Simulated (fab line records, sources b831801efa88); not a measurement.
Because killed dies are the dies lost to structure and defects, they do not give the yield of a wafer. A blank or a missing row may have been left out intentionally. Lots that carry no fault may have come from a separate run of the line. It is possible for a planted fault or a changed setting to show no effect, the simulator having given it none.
Which tool is to blame? + flow gf180mcu + 14 lots, 42 wafers sampled, at 2 steps of a route of 602

## WHAT EACH GAUGE READ, for each wafer
GF_V1_RS_MEAS_24: measures by four-point-probe.
| lot  | measured     | on            | V1_W_RS (ohm/sq)  |
|------|--------------|---------------|-------------------|
| L148 | day 19 06:05 | film-metro-01 | 0.331 0.325 0.322 |
| L149 | day 19 08:41 | film-metro-02 | 0.334 0.335 0.335 |
| L150 | day 20 01:55 | film-metro-01 | 0.330 0.326 0.329 |
| L151 | day 20 05:42 | film-metro-03 | 0.330 0.331 0.334 |
| L152 | day 20 17:55 | film-metro-02 | 0.326 0.327 0.326 |
| L153 | day 21 01:39 | film-metro-02 | 0.325 0.327 0.328 |
| L154 | day 21 07:59 | film-metro-02 | 0.323 0.330 0.326 |
| L158 | day 22 17:20 | film-metro-03 | 0.328 0.326 0.327 |
| L159 | day 23 01:27 | film-metro-01 | 0.326 0.326 0.323 |
| L160 | day 23 10:50 | film-metro-02 | 0.326 0.326 0.323 |
| L165 | day 25 03:16 | film-metro-01 | 0.324 0.322 0.325 |
| L166 | day 25 06:31 | film-metro-01 | 0.325 0.327 0.325 |
| L167 | day 25 13:43 | film-metro-03 | 0.325 0.328 0.325 |
| L169 | day 26 10:26 | film-metro-03 | 0.325 0.323 0.324 |

## EACH LOT AND THE TOOL THAT RAN IT (in order: tool; ch and the chambers of the sampled wafers; start)
| lot  | GF_HV_LDD_IMPLANT_36            |
|------|---------------------------------|
| L148 | implanter-02 ch 0, day 12 10:20 |
| L149 | implanter-02 ch 0, day 12 14:32 |
| L150 | implanter-02 ch 0, day 13 01:05 |
| L151 | implanter-02 ch 0, day 13 05:41 |
| L152 | implanter-03 ch 0, day 13 17:37 |
| L153 | implanter-02 ch 0, day 13 22:17 |
| L154 | implanter-03 ch 0, day 14 04:56 |
| L158 | implanter-02 ch 0, day 15 11:05 |
| L159 | implanter-02 ch 0, day 15 18:37 |
| L160 | implanter-02 ch 0, day 16 04:08 |
| L165 | implanter-03 ch 0, day 17 19:55 |
| L166 | implanter-04 ch 0, day 18 00:29 |
| L167 | implanter-04 ch 0, day 18 09:04 |
| L169 | implanter-03 ch 0, day 19 08:52 |
- GF_HV_LDD_IMPLANT_36

## AS READ BY THE TOOLS THEMSELVES (means over the sampled wafers that have a number; for cases with no such wafer, the mark the record gives instead)
GF_HV_LDD_IMPLANT_36.
| lot  | tool         | beam-energy-keV | rotation-deg (degrees) |
|------|--------------|-----------------|------------------------|
| L148 | implanter-02 | 60.014          | 270.02                 |
| L149 | implanter-02 | 60.023          | 269.98                 |
| L150 | implanter-02 | 60.006          | 270.00                 |
| L151 | implanter-02 | 60.003          | 270.02                 |
| L152 | implanter-03 | 59.986          | 270.00                 |
| L153 | implanter-02 | 60.006          | 269.98                 |
| L154 | implanter-03 | 59.994          | 270.03                 |
| L158 | implanter-02 | 59.987          | 324.74                 |
| L159 | implanter-02 | 60.001          | 324.76                 |
| L160 | implanter-02 | 59.999          | 324.73                 |
| L165 | implanter-03 | 60.003          | 269.99                 |
| L166 | implanter-04 | 60.024          | 270.02                 |
| L167 | implanter-04 | 60.012          | 269.98                 |
| L169 | implanter-03 | 59.983          | 270.03                 |

## THE ANSWER, worked out from the rows above alone
Rule: the lots themselves supply what counts as usual. The widest of any qualifying gaps counts: lots, ordered by their means at a reading, are off when they make up no more than a third of the lots, leave a main group of 4 or more, and stand apart from it by 3 or more times the standard deviation of that group's means. A main group is skipped when, at the precision printed for the reading in the tables above, its means are all equal. A lot without any number at a reading at which 4 lots or more have one is off too. All remaining lots with rows at the step are treated as sound. The gauges are gone through in route order, then the tools' own readings, and for those a lot's mean is taken as printed above. At the first step where some lot is off, the reading lying furthest off is the one used; lots without a number count as furthest.
Off: L158, L159, L160, at GF_HV_LDD_IMPLANT_36 (rotation-deg). The main group: mean 270.00 degrees, standard deviation 0.019.
A tool fits if, at that step or a process step before it, it ran every lot that is off, and no sound lot after the first of them. One candidate fits, namely implanter-02 at GF_HV_LDD_IMPLANT_36. A fault onset in the window from L153 (day 13 22:17, its last sound lot) to L158 (day 15 11:05, its first lot off) fits.
The tool's own readings at GF_HV_LDD_IMPLANT_36 bear it out: on the lots that are off they differ by more than 5 times the standard deviation of the sound lots' means. rotation-deg reads 324.74 degrees there against 270.00 degrees on the sound lots.

## WHAT THE SIMULATOR PUT IN
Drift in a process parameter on implanter-02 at GF_HV_LDD_IMPLANT_36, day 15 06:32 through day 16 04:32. From 270, the setting rotation-deg moved by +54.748. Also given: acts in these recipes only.
Shown lots that were struck: L158, L159, L160. The same result came from the rule above.
